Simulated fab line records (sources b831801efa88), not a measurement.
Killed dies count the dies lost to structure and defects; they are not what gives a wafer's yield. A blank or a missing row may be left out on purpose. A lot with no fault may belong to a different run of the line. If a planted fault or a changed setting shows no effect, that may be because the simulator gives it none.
A lot that was struck, set against a sound lot :: flow sfq_line :: 14 steps out of a route of 325
Sound: these wafers, L305.1, L305.3, L305.4. Wafers L320.1, L320.4, L320.6 were the ones struck. Last of all comes the cause.
Each step with rows lists, per side, the tool, then ch with its chambers, then its first start. Under that, the readings that differ: sound wafers :: struck wafers :: difference of the means :: sigmas: that difference in standard deviations of wafers without a fault.
alike: words and numbers the same on both sides, and readings whose means are apart by under 2 such deviations; not compared: readings that were withheld, readings missing a value for some wafer, numbers with overlapping values and no deviation given by the record, and bounds like >300 which may hide the same value.
The two part at a step that has a row with sigmas, a row that says differs or no value, or rows on one side only. Numbers that don't overlap but have no deviation are shown without sigmas and don't part them. A reading that every wafer of one side lacks parts them only if that side has two wafers or more.

first, 2 steps without rows for these wafers: SFQ_TRILAYER_I5_LITHO_PEB_147 (peb time 60 s); SFQ_TRILAYER_I5_LITHO_DEVELOP_146 (time 60 s).
SFQ_I5_OVL_MEAS_936:
  sound on overlay-02, day 56 05:08; struck on overlay-02, day 72 02:59
  alike: I5_OVL
SFQ_TRILAYER_I5_BARC_OPEN_VIA_ETCH_200: etches BARC in O2, target depth 125 nm, time 41.7 s.
  sound on rie_diel-01 ch 0,2,3, day 56 05:10; struck on rie_diel-04 ch 2,3, day 72 03:01
reading: drypump_motor_current_A (A)
sound: 4.8 4.8 5.5
struck: 5.5 6.4 6.5
difference: +1.1
sigmas: +2
  alike: chamber_pressure_mTorr, oes_product_au
  not compared: rf_hours_counter_h
SFQ_TRILAYER_I5_ETCH_VIA_ETCH_147: etches the open film in CHF3, stops on Nb, target depth 360 nm.
  sound on rie_diel-01 ch 0,2,3, day 56 05:13; struck on rie_diel-04 ch 2,3, day 72 03:04
reading: chamber_pressure_mTorr (mTorr)
sound: 29.966 29.985 29.941
struck: 30.034 30.027 30.038
difference: +0.069
sigmas: +2
  alike: drypump_motor_current_A, oes_product_au
SFQ_TRILAYER_I5_STRIP_STRIP_148: strips in O2.
  sound on rie_metal-01 ch 0,1, day 56 05:22; struck on rie_metal-01 ch 0, day 72 03:13
  alike: chamber_pressure_mTorr, drypump_motor_current_A, oes_product_au
  not compared: rf_hours_counter_h
then, 6 steps without rows for these wafers: SFQ_TRILAYER_I5_STRIP_SOLV_CLEAN_149 (cleans in NMP, time 600 s); SFQ_TRILAYER_C5_LITHO_COAT_156 (resist thk 62 nm); SFQ_TRILAYER_C5_LITHO_COAT_151 (resist thk 650 nm); SFQ_TRILAYER_C5_LITHO_SOFTBAKE_155; SFQ_TRILAYER_C5_LITHO_EXPOSE_152 (exposes mask C5, target cd 500 nm); SFQ_TRILAYER_C5_LITHO_PEB_154 (peb time 60 s).
SFQ_TRILAYER_C5_LITHO_DEVELOP_153: time 60 s.
  sound on litho_track-01 ch 0, day 57 02:22; struck on litho_track-01, day 72 07:52
  no value came back on the struck wafers for chill_plate_temp_C (C), exhaust_pa (Pa); on the sound wafers chill_plate_temp_C (C) reads 22.82 22.88 22.95
reading: model.KrF_of_TRILAYER_C5_LITHO_COAT_151.thk_nm (nm)
sound: 624.6 625.1 626.2
struck: 649.8 648.3 650.4
difference: +24.2
sigmas: 
SFQ_C5_OVL_MEAS_937:
  sound on overlay-02, day 57 02:31; struck on overlay-02, day 72 08:01
reading: C5_OVL (nm)
sound: 2 2 2
struck: - - -
difference: no value on the struck wafers
sigmas: 

## WHERE THEY PART
At SFQ_TRILAYER_I5_BARC_OPEN_VIA_ETCH_200 first; at SFQ_C5_OVL_MEAS_937 last (within this record only).

WHY: whatever the simulator had introduced
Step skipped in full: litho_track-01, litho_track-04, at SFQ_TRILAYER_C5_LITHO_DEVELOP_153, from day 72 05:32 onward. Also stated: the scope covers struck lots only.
